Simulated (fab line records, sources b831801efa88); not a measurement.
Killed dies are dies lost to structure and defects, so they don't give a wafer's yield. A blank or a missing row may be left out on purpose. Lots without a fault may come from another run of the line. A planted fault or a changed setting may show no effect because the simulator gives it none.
Which tool did it? | flow sky130 | 15 lots, 45 wafers sampled, at 3 steps of a route of 708

WHAT THE GAUGES READ, wafer by wafer
SKY_VT_ADJUST_HVTP_OVL_MEAS_08.
lot  | measured     | on         | VT_ADJUST_HVTP_OVL (nm)
L137 | day 6 02:55  | overlay-02 | 1.4 2.3 1.8
L138 | day 6 08:00  | overlay-01 | -2.2 -0.3 -1.6
L140 | day 6 23:38  | overlay-02 | -0.5 2.0 1.7
L142 | day 7 10:02  | overlay-02 | 0.2 -0.1 -0.7
L143 | day 7 20:05  | overlay-01 | - - -
L144 | day 8 00:51  | overlay-01 | - - -
L145 | day 8 03:40  | overlay-01 | - - -
L150 | day 9 22:44  | overlay-01 | -1.6 -3.1 -2.0
L151 | day 10 03:08 | overlay-01 | 0.0 0.1 1.1
L152 | day 10 07:38 | overlay-02 | -0.7 -0.7 -0.2
L153 | day 10 08:40 | overlay-02 | 0.3 1.3 0.9
L154 | day 10 14:58 | overlay-02 | -1.0 -0.1 -1.3
L156 | day 11 05:13 | overlay-02 | -2.7 -3.2 -3.8
L157 | day 11 10:30 | overlay-01 | -1.2 0.5 -0.8
L160 | day 12 04:22 | overlay-02 | 0.7 1.6 1.0

WHICH TOOL RAN EACH LOT (tool, then ch and the chambers of the sampled wafers, then the start)
lot  | SKY_NWELL_STRIP_25                   | SKY_VT_ADJUST_HVTP_DEVELOP_06
L137 | plasma_asher-04 ch 0,1, day 5 08:45  | litho_track-04 ch 0, day 6 02:38
L138 | plasma_asher-01 ch 0,1, day 5 13:04  | litho_track-01 ch 0, day 6 07:44
L140 | plasma_asher-01 ch 0,1, day 6 03:39  | litho_track-02 ch 0, day 6 23:22
L142 | plasma_asher-04 ch 0,1, day 6 14:06  | litho_track-02 ch 0, day 7 09:46
L143 | plasma_asher-04 ch 0,1, day 6 22:46  | litho_track-02, day 7 19:50
L144 | plasma_asher-02 ch 0,1, day 7 03:37  | litho_track-01, day 8 00:36
L145 | plasma_asher-04 ch 0,1, day 7 05:33  | litho_track-04, day 8 03:23
L150 | plasma_asher-04 ch 0,1, day 8 23:31  | litho_track-02 ch 0, day 9 22:28
L151 | plasma_asher-04 ch 0,1, day 9 03:18  | litho_track-02 ch 0, day 10 02:52
L152 | plasma_asher-04 ch 0,1, day 9 08:04  | litho_track-02 ch 0, day 10 07:23
L153 | plasma_asher-04 ch 0,1, day 9 09:55  | litho_track-04 ch 0, day 10 08:25
L154 | plasma_asher-02 ch 0,1, day 9 15:58  | litho_track-04 ch 0, day 10 14:41
L156 | plasma_asher-01 ch 0,1, day 10 05:15 | litho_track-02 ch 0, day 11 04:59
L157 | plasma_asher-02 ch 0,1, day 10 10:54 | litho_track-02 ch 0, day 11 10:16
L160 | plasma_asher-04 ch 0,1, day 11 03:12 | litho_track-04 ch 0, day 12 04:05
- SKY_NWELL_STRIP_25: strips in O2/N2.
- SKY_VT_ADJUST_HVTP_DEVELOP_06: develop time 60 s.

WHAT THE TOOLS THEMSELVES READ (means of the sampled wafers that have a number; where no wafer has one, the mark that the record gives instead)
SKY_NWELL_STRIP_25.
lot  | tool            | drypump_motor_current_A (A) | oes_product_au (a.u.) | strip_time_to_endpoint_s (s)
L137 | plasma_asher-04 | 5.26                        | 0.725                 | 37.07
L138 | plasma_asher-01 | 5.44                        | 0.724                 | 36.92
L140 | plasma_asher-01 | 5.32                        | 0.725                 | 37.05
L142 | plasma_asher-04 | 5.45                        | 0.721                 | 36.91
L143 | plasma_asher-04 | 5.46                        | 0.719                 | 36.85
L144 | plasma_asher-02 | 5.38                        | 0.720                 | 36.96
L145 | plasma_asher-04 | 5.27                        | 0.721                 | 36.73
L150 | plasma_asher-04 | 5.28                        | 0.723                 | 36.78
L151 | plasma_asher-04 | 5.47                        | 0.719                 | 36.83
L152 | plasma_asher-04 | 5.47                        | 0.722                 | 36.89
L153 | plasma_asher-04 | 5.47                        | 0.717                 | 36.87
L154 | plasma_asher-02 | 5.64                        | 0.719                 | 36.80
L156 | plasma_asher-01 | 5.31                        | 0.720                 | 36.90
L157 | plasma_asher-02 | 5.39                        | 0.722                 | 36.82
L160 | plasma_asher-04 | 5.28                        | 0.725                 | 36.84

SKY_VT_ADJUST_HVTP_DEVELOP_06.
lot  | tool           | chill_plate_temp_C (C) | developer_temp_C (C)
L137 | litho_track-04 | 22.87                  | 23.07
L138 | litho_track-01 | 22.89                  | 22.97
L140 | litho_track-02 | 22.94                  | 23.06
L142 | litho_track-02 | 22.92                  | 22.93
L143 | litho_track-02 | -                      | -
L144 | litho_track-01 | -                      | -
L145 | litho_track-04 | -                      | -
L150 | litho_track-02 | 23.08                  | 22.86
L151 | litho_track-02 | 23.01                  | 23.06
L152 | litho_track-02 | 23.06                  | 23.08
L153 | litho_track-04 | 22.87                  | 23.03
L154 | litho_track-04 | 22.96                  | 23.01
L156 | litho_track-02 | 22.87                  | 22.95
L157 | litho_track-02 | 22.96                  | 23.12
L160 | litho_track-04 | 23.19                  | 22.97

THE ANSWER, worked out from the rows above alone
Rule: what is usual is taken from the lots themselves. Put in order of their means at a reading, lots are off if they are a third of the lots or fewer, leave a main group of 4 or more, and stand apart from it by a gap of 3 or more times the standard deviation of the main group's means; of several such gaps the widest counts. A main group whose means are all the same, to the digits that the tables above print for the reading, isn't used. A lot without any number at a reading at which 4 lots or more have one is off too. The other lots that the step has rows for count as sound. The gauges are gone through in route order, then the tools' own readings, and for those a lot's mean is taken as printed above. The first step at which some lot is off is used, and at that step the reading that is off furthest; a lot without a number counts as furthest.
Off: L143, L144, L145, at SKY_VT_ADJUST_HVTP_OVL_MEAS_08 (VT_ADJUST_HVTP_OVL). Without a number there: L143, L144, L145. The main group: mean -0.3 nm, standard deviation 1.4.
A tool fits if, at a process step before that reading, it ran every lot that is off, and no sound lot after the first of them. The gauges at SKY_VT_ADJUST_HVTP_OVL_MEAS_08 aren't tried: what is off there is off at SKY_VT_ADJUST_HVTP_DEVELOP_06 too, on other tools, and a gauge's error can't cause that. None of those tried fits.

WHAT THE SIMULATOR HAD PUT IN
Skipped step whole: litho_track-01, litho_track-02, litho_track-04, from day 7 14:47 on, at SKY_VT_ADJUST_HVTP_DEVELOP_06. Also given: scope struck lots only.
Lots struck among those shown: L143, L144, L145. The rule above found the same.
